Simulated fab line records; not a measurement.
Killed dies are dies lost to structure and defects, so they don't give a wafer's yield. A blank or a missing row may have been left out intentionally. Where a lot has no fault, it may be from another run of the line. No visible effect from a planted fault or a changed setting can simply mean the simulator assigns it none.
Comparing a struck lot with a sound one    flow sky130    14 steps out of a route of 708
Sound: the wafers L367.1, L367.2, L367.3. Wafers struck: L361.1, L361.2, L361.4. The cause is given at the end.
For every step that has rows: the tool of each side, followed by ch and its chambers, followed by its first start. Under that, the readings that differ: sound wafers    struck wafers    difference of the means    sigmas: that difference in standard deviations of wafers without a fault.
alike: words and numbers the same on both sides, and readings whose means are apart by under 2 such deviations; not compared: readings that were withheld, readings missing a value for some wafer, numbers with overlapping values and no deviation given by the record, and bounds like >300 which may hide the same value.
Wherever a step has rows on one side only, a row that says differs or no value, or a row with sigmas, the two part there. Numbers that have no deviation but don't overlap get no sigmas and don't part them. A reading missing from all wafers of one side parts the sides only when that side holds two or more wafers.

first, 5 steps without rows for these wafers: SKY_LDD_N_COAT_02 (resist thk 300 nm); SKY_LDD_N_SOFTBAKE_03 (time 60 s); SKY_LDD_N_EXPOSE_04 (exposes mask NTM, target cd 840 nm); SKY_LDD_N_PEB_05; SKY_LDD_N_DEVELOP_06 (develop time 60 s).
SKY_LDD_N_OVL_MEAS_07:
  sound: overlay-02 at day 24 22:09; struck: overlay-01 at day 22 02:10
  alike: LDD_N_OVL
then, 6 steps without rows for these wafers: SKY_LDD_N_IMPLANT_08; SKY_LDD_N_IMPLANT_09; SKY_LDD_N_IMPLANT_10; SKY_LDD_N_IMPLANT_11; SKY_LDD_N_IMPLANT_12; SKY_LDD_N_IMPLANT_13.
SKY_LDD_N_IMPLANT_14:
  struck on implanter-02, day 22 03:06; sound on implanter-02 ch 0, day 24 23:05
  no value came back on the struck wafers for beamEnergyKeV, beamOnS (s), tiltDeg (degrees); on the sound wafers beamEnergyKeV reads 50.002 50.013 50.037
next, for these wafers, 1 step has no rows: SKY_LDD_N_IMPLANT_15.

## WHERE THEY PART
Only at SKY_LDD_N_IMPLANT_14, within this record.

WHY: what had been put in by the simulator
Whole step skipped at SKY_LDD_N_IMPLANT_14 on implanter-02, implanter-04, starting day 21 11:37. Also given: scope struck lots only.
